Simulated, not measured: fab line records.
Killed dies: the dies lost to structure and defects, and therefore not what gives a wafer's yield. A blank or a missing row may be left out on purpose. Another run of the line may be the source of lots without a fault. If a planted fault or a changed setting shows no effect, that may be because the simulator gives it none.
A lot that was struck, set against a sound lot / flow sky130 / 22 out of 708 route steps
Sound: wafers L276.1, L276.5, L276.6. The struck wafers were L289.1, L289.5. At the end, the cause is stated.
Each step with rows lists, per side, the tool, then ch with its chambers, then its first start. Under that, the readings that differ: sound wafers / struck wafers / difference of the means / sigmas: that difference in standard deviations of wafers without a fault.
alike: words and numbers the same on both sides, and readings whose means are apart by under 2 such deviations; not compared: readings that were withheld, readings missing a value for some wafer, numbers with overlapping values and no deviation given by the record, and bounds like >300 which may hide the same value.
A row with sigmas, a row that says differs or no value, or rows on one side alone: a step with any of these is where the two part. Numbers that don't overlap but have no deviation are shown without sigmas and don't part them. A reading missing from all wafers of one side parts the sides only when that side holds two or more wafers.

first, 8 steps without rows for these wafers: SKY_DNWELL_DEHYDRATE_00 (time 60 s); SKY_DNWELL_HMDS_01 (prime time 60 s); SKY_DNWELL_COAT_02 (resist thk 3000 nm); SKY_DNWELL_SOFTBAKE_03; SKY_DNWELL_EXPOSE_04 (exposes mask DNM, target cd 3000 nm); SKY_DNWELL_PEB_05; SKY_DNWELL_DEVELOP_06 (develop time 60 s); SKY_DNWELL_IMPLANT_07.
SKY_DNWELL_STRIP_08: strips in O2/N2.
  sound on plasma_asher-04 ch 0,1, day 3 09:55; struck on plasma_asher-02 ch 0, day 6 08:05
reading=strip_time_to_endpoint_s (s); sound=36.97 37.02 37.08; struck=36.74 36.70; difference=-0.30; sigmas=-3
  alike: chamber_pressure_mTorr, drypump_motor_current_A, oes_product_au
  not compared: rf_hours_counter_h
SKY_DNWELL_TW_MEAS_09:
  sound on film_metro-02 at day 3 10:01; struck on film_metro-02 at day 6 08:11
  alike: DNWELL_TW
then, 2 steps without rows for these wafers: SKY_PWDE_DEHYDRATE_00 (time 60 s); SKY_PWDE_HMDS_01 (prime time 60 s).
SKY_PWDE_COAT_02: resist thk 3000 nm.
  sound on litho_track-02 ch 0, day 3 17:37; struck on litho_track-02 ch 0, day 6 18:01
reading=model.coat_of_PWDE_COAT_02.thk_nm (nm); sound=2998 2989 2995; struck=1230 1234; difference=-1762; sigmas=
then, 3 steps without rows for these wafers: SKY_PWDE_SOFTBAKE_03; SKY_PWDE_EXPOSE_04 (exposes mask PWDEM, target cd 840 nm); SKY_PWDE_PEB_05.
SKY_PWDE_DEVELOP_06: develop time 60 s.
  sound on litho_track-02 ch 0; struck on litho_track-03 ch 0
reading=model.coat_of_PWDE_COAT_02.thk_nm (nm); sound=2994 2984 2991; struck=1226 1230; difference=-1762; sigmas=
SKY_PWDE_OVL_MEAS_07:
  sound on overlay-02 at day 4 01:25; struck on overlay-02 at day 7 03:41
  alike: PWDE_OVL
then, 1 step without rows for these wafers: SKY_PWDE_IMPLANT_08.
SKY_PWDE_STRIP_09: strips in O2/N2.
  sound on plasma_asher-01 ch 0,1, day 4 01:37; struck on plasma_asher-02 ch 0, day 7 03:52
reading=drypump_motor_current_A (A); sound=6.5 6.5 6.6; struck=5.3 5.3; difference=-1.2; sigmas=-3
reading=strip_time_to_endpoint_s (s); sound=36.89 36.79 36.85; struck=16.24 16.31; difference=-20.57; sigmas=-99 or more
  alike: chamber_pressure_mTorr, oes_product_au
  not compared: rf_hours_counter_h
SKY_PWDE_TW_MEAS_10:
  sound on film_metro-04 at day 4 01:43; struck on film_metro-03 at day 7 03:58
  alike: PWDE_TW
-- the record jumps here: 42 days lie between the struck wafers' starts before and after (it left off in module PWDE and takes up again in module PAD_OPEN, whose first step shown is number 708 of the route) --
SKY_PAD_OPEN_PROBE_99:
  only the struck wafers here have rows in the record (prober-02, day 49 01:35); the sound ones have none

== WHERE THEY PART ==
First at SKY_DNWELL_STRIP_08; last, within this record, at SKY_PAD_OPEN_PROBE_99.

WHY: whatever the simulator had introduced
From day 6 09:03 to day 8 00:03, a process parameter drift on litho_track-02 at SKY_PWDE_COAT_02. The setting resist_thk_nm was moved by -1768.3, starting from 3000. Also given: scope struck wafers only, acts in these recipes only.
